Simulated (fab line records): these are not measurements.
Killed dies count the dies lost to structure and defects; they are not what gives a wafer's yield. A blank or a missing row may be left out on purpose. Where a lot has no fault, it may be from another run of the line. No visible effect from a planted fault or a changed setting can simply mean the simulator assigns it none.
fab line records | flow sky130
[record] lots = 6 | wafers = 18 | last-day = 48
route steps=708 shown CONTACT@407
lots that met no fault: from a run of the same line without faults
start-h: hours from the record's opening day to when the first of the lot's shown wafers began | wait-h: hours from the lot's prior step to this one | " as in the row above | L1.1+2: a single row standing in for several wafers | - no value, or no start was given | * or withheld: withheld | < > ~ a bound
route shown NAME@n: NAME is a module with steps in the file, n the number in the route of the first one | usual: mean and standard deviation over wafers with no fault | same: alike in all rows | chamber/n: place in a boat | sites: readings site by site | _std_site: how widely they spread, as a standard deviation | _edge_site: inner sites' mean taken away from outer sites' mean | radius-mm: how far each site lies from the wafer's centre | mask NAME#n: copy n | behind: tool/chamber where the wafer was last shaped | hold: why the lot went on hold/how many hours it stayed there/how the hold came to an end | device: which transistor (n, p or np) failed to switch | end of line: the route-end tests of the same wafers | a step with no rows: only its recipe | killed: the dies lost at the first sort to structure and to defects; this is not the yield of the wafer | map: dies across one wafer; x = killed, . = not, _ = none there
set.NAME: setting as actually run; set.NAME@STEP: the setting as run at that earlier step | model.NAME: the simulator's own value behind a step, which no gauge read
certain route steps with their lots: each step a table, each wafer a row
services: the hour from which a tool's chamber was out of use, counted from the record's first day as start-h (under 0 if before that day), plus the number of hours and why
[[steps]]
[step SKY_CONTACT_THK_MEAS_01]
[recipe] reads = Si3N4_of_CONTACT_CVD_00
[usual] CONTACT_CVD_00_THK = 75.4/1.3
lot.wafer | tool          | chamber | start-h | wait-h | CONTACT_CVD_00_THK[nm]
L263.1    | film-metro-03 | -       | 746.78  | -      | 74.3
L263.5    | "             | -       | "       | "      | 75.6
L263.6    | "             | -       | "       | "      | 76.5
L267.2    | film-metro-01 | -       | 768.91  | -      | 76.5
L267.3    | "             | -       | "       | "      | 74.5
L267.5    | "             | -       | "       | "      | 75.4
L268.1    | film-metro-03 | -       | 773.35  | -      | 76.3
L268.4    | "             | -       | "       | "      | 76.0
L268.5    | "             | -       | "       | "      | 77.9
L269.1    | film-metro-03 | -       | 779.98  | -      | 73.2
L269.2    | "             | -       | "       | "      | 74.5
L269.6    | "             | -       | "       | "      | 75.5
L274.1    | film-metro-03 | -       | 821.68  | -      | 73.9
L274.4    | "             | -       | "       | "      | 78.3
L274.5    | "             | -       | "       | "      | 76.2
L275.1    | film-metro-01 | -       | 827.06  | -      | 75.0
L275.4    | "             | -       | "       | "      | 76.5
L275.6    | "             | -       | "       | "      | 76.1
[step SKY_CONTACT_HDPCVD_02]
[recipe] material = SiO2 | target-thk-nm = 565 | sigma-open-frac = 0.3 | time-s = 94.2 | temp-c = 600 | sih4-flow-sccm = 60 | pressure-mtorr = 6
[step SKY_CONTACT_THK_MEAS_03]
[recipe] reads = SiO2_of_CONTACT_HDPCVD_02
[usual] CONTACT_HDPCVD_THK = 568/7.4
lot.wafer | tool          | chamber | start-h | wait-h | CONTACT_HDPCVD_THK[nm]
L263.1    | film-metro-01 | -       | 746.91  | 0.0    | 567
L263.5    | "             | -       | "       | "      | 565
L263.6    | "             | -       | "       | "      | 579
L267.2    | film-metro-03 | -       | 769.04  | 0.0    | 572
L267.3    | "             | -       | "       | "      | 564
L267.5    | "             | -       | "       | "      | 573
L268.1    | film-metro-04 | -       | 773.48  | 0.0    | 571
L268.4    | "             | -       | "       | "      | 574
L268.5    | "             | -       | "       | "      | 572
L269.1    | film-metro-01 | -       | 780.11  | 0.0    | 561
L269.2    | "             | -       | "       | "      | 574
L269.6    | "             | -       | "       | "      | 562
L274.1    | film-metro-03 | -       | 821.81  | 0.0    | 566
L274.4    | "             | -       | "       | "      | 567
L274.5    | "             | -       | "       | "      | 571
L275.1    | film-metro-03 | -       | 827.19  | 0.0    | 563
L275.4    | "             | -       | "       | "      | 564
L275.6    | "             | -       | "       | "      | 558
[step SKY_CONTACT_CMP_04]
[recipe] material = SiO2 | down-force-psi = 4 | platen-rpm = 60 | pad-velocity-m-s = 0.94248
[usual] motor-current-A = 12.1/0.9 | platen-rpm = 60.00/0.041 | time-to-endpoint-s = 85/4.2
lot.wafer | tool   | chamber | start-h | wait-h | motor-current-A | platen-rpm | time-to-endpoint-s
L263.1    | cmp-01 | 3       | 746.99  | 0.1    | 12.1            | 60.03      | 86
L263.6    | "      | 3       | "       | "      | 12.7            | 59.99      | 88
L263.5    | "      | 0       | "       | "      | 11.0            | 59.98      | 87
L267.2    | cmp-02 | 3       | 769.19  | 0.1    | 12.6            | 59.88      | 81
L267.3    | "      | 0       | "       | "      | 12.9            | 60.02      | 88
L267.5    | "      | 1       | "       | "      | 11.6            | 60.05      | 90
L268.4    | cmp-02 | 3       | 773.64  | 0.1    | 12.8            | 60.03      | 81
L268.1    | "      | 0       | "       | "      | 12.0            | 60.01      | 88
L268.5    | "      | 1       | "       | "      | 11.5            | 60.04      | 87
L269.1    | cmp-01 | 3       | 780.17  | 0.1    | 11.8            | 60.00      | 79
L269.2    | "      | 1       | "       | "      | 12.9            | 59.97      | 84
L269.6    | "      | 3       | "       | "      | 11.8            | 60.02      | 78
L274.4    | cmp-01 | 2       | 821.87  | 0.0    | 10.5            | 60.06      | 88
L274.1    | "      | 3       | "       | "      | 12.3            | 60.02      | 82
L274.5    | "      | 2       | "       | "      | 10.6            | 59.97      | 86
L275.1    | cmp-01 | 3       | 827.30  | 0.1    | 12.0            | 60.03      | 82
L275.4    | "      | 1       | "       | "      | 13.0            | 59.95      | 78
L275.6    | "      | 2       | "       | "      | 11.0            | 60.03      | 85
[step SKY_CONTACT_BOW_MEAS_05]
[recipe] mode = bow
[usual] CONTACT_BOW = 81/7.4
lot.wafer | tool          | chamber | start-h | wait-h | CONTACT_BOW[um]
L263.1    | film-metro-03 | -       | 747.29  | 0.2    | 83
L263.5    | "             | -       | "       | "      | 82
L263.6    | "             | -       | "       | "      | 86
L267.2    | film-metro-01 | -       | 769.41  | 0.2    | 80
L267.3    | "             | -       | "       | "      | 79
L267.5    | "             | -       | "       | "      | 72
L268.1    | film-metro-01 | -       | 773.84  | 0.1    | 83
L268.4    | "             | -       | "       | "      | 94
L268.5    | "             | -       | "       | "      | 86
L269.1    | film-metro-04 | -       | 780.47  | 0.2    | 72
L269.2    | "             | -       | "       | "      | 69
L269.6    | "             | -       | "       | "      | 89
L274.1    | film-metro-03 | -       | 822.17  | 0.2    | 89
L274.4    | "             | -       | "       | "      | 86
L274.5    | "             | -       | "       | "      | 79
L275.1    | film-metro-01 | -       | 827.55  | 0.2    | 67
L275.4    | "             | -       | "       | "      | 78
L275.6    | "             | -       | "       | "      | 87
[step SKY_CONTACT_DEHYDRATE_06]
[recipe] temp-c = 200 | time-s = 60
[step SKY_CONTACT_HMDS_07]
[recipe] prime-time-s = 60 | prime-temp-c = 120
[step SKY_CONTACT_COAT_08]
[recipe] resist = BARC | temp-c = withheld | time-s = withheld | spin-rpm = 3000 | resist-thk-nm = 60
[step SKY_CONTACT_COAT_09]
[recipe] resist = KrF-thick | spin-rpm = 3000 | resist-thk-nm = 450
[step SKY_CONTACT_SOFTBAKE_10]
[recipe] temp-c = 100 | time-s = 90 | resist = KrF-thick
[step SKY_CONTACT_EXPOSE_11]
[recipe] mask-id = CTM1 | na = 0.8 | source-shape = annular | sigma-inner = 0.55 | sigma-outer = 0.85 | target-cd-nm = 170 | dose-mj = 38
[step SKY_CONTACT_PEB_12]
[recipe] peb-temp-c = withheld | peb-time-s = withheld | resist = KrF-thick
[step SKY_CONTACT_DEVELOP_13]
[recipe] develop-time-s = 60 | resist = KrF-thick | dev-temp-c = 21
[usual] chill-plate-temp-C = 22.98/0.098 | develop-time-s = 60/0
lot.wafer | tool           | chamber | start-h | wait-h | chill-plate-temp-C | develop-time-s | model.KrF-thick_of_CONTACT_COAT_09.thk-nm
L263.1    | litho-track-01 | 0       | 774     | -      | 22.93              | 60             | 434.6
L263.5    | "              | 0       | "       | "      | 22.89              | 60             | 436.7
L263.6    | "              | 0       | "       | "      | 22.95              | 60             | 436.6
L267.2    | litho-track-01 | -       | 795     | -      | -                  | -              | 451.6
L267.3    | "              | -       | "       | "      | -                  | -              | 450.3
L267.5    | "              | -       | "       | "      | -                  | -              | 449.7
L268.1    | litho-track-03 | -       | 800     | -      | -                  | -              | 449.1
L268.4    | "              | -       | "       | "      | -                  | -              | 447.4
L268.5    | "              | -       | "       | "      | -                  | -              | 447.7
L269.1    | litho-track-03 | 0       | 807     | -      | 22.99              | 60             | 435.1
L269.2    | "              | 0       | "       | "      | 23.01              | 60             | 434.6
L269.6    | "              | 0       | "       | "      | 22.75              | 60             | 435.4
L274.1    | litho-track-04 | 0       | 849     | -      | 22.96              | 60             | 435
L274.4    | "              | 0       | "       | "      | 22.95              | 60             | 435
L274.5    | "              | 0       | "       | "      | 22.88              | 60             | 436.3
L275.1    | litho-track-03 | 0       | 854     | -      | 23.02              | 60             | 436.3
L275.4    | "              | 0       | "       | "      | 22.99              | 60             | 434.1
L275.6    | "              | 0       | "       | "      | 23.06              | 60             | 436.4
[step SKY_CONTACT_CD_MEAS_14]
[recipe] target-cd-nm = 170
[usual] cd-nm = 169.8/1.6
lot.wafer | tool      | chamber | start-h | wait-h | cd-nm
L263.1    | cd-sem-02 | -       | 774.39  | -      | 171.4
L263.5    | "         | -       | "       | "      | 171.0
L263.6    | "         | -       | "       | "      | 171.4
L267.2    | cd-sem-02 | -       | 795.21  | -      | -
L267.3    | "         | -       | "       | "      | -
L267.5    | "         | -       | "       | "      | -
L268.1    | cd-sem-02 | -       | 800.66  | -      | -
L268.4    | "         | -       | "       | "      | -
L268.5    | "         | -       | "       | "      | -
L269.1    | cd-sem-02 | -       | 807.41  | -      | 168.6
L269.2    | "         | -       | "       | "      | 167.9
L269.6    | "         | -       | "       | "      | 168.2
L274.1    | cd-sem-02 | -       | 849.24  | -      | 168.5
L274.4    | "         | -       | "       | "      | 169.1
L274.5    | "         | -       | "       | "      | 168.0
L275.1    | cd-sem-01 | -       | 854.41  | -      | 171.1
L275.4    | "         | -       | "       | "      | 171.1
L275.6    | "         | -       | "       | "      | 170.8
[[services]]
tool   | chamber | start-h | hours | kind
cmp-02 | -       | 744.00  | 4.0   | pm
cmp-02 | -       | 748.00  | -     | consumable-replace:conditioner
cmp-02 | -       | 748.00  | -     | consumable-replace:pad
cmp-02 | -       | 759.49  | 1.4   | repair
cmp-02 | -       | 762.25  | 0.9   | repair
cmp-01 | -       | 804.09  | 2.0   | repair
cmp-02 | -       | 821.43  | 4.2   | repair
cmp-02 | -       | 831.64  | 2.7   | repair
cmp-01 | -       | 834.07  | 5.2   | repair
[[key]]
[first-sign] step = SKY_CONTACT_DEVELOP_13 | reading = tool-record | direction = missing
effect none on later readings
[model-effect] step = SKY_CONTACT_DEVELOP_13 | value = KrF-thick_of_CONTACT_COAT_09.thk-nm | without = 435.2 | struck = 449.3
met-at SKY_CONTACT_DEVELOP_13
struck-wafers L267.2,L267.3,L267.5,L268.1,L268.4,L268.5
later-rows-left-out L267.2,L267.3,L267.5,L268.1,L268.4,L268.5
sort-left-out L267.2,L267.3,L267.5,L268.1,L268.4,L268.5
tester-left-out L267,L268
onset-between 774 795
[fault] kind = skipped-step-whole | tool = litho-track-01,litho-track-03 | chamber = - | onset-h = 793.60 | steps = SKY_CONTACT_DEVELOP_13 | scope = struck-lots-only
// tester-left-out: of these lots the tester's yield and bins aren't shown, on N5 and GAA mostly nor the transistor test; their killed dies are dies lost to structure and defects alone, not to doping, threshold or leakage, so they don't give the yield
// sort-left-out: the simulated sort isn't trusted on such a fault, so these wafers' sort isn't shown, and their yield isn't known
// later-rows-left-out: the simulator's readings of these wafers behind a module that went badly wrong aren't trusted and aren't shown, but for the sort
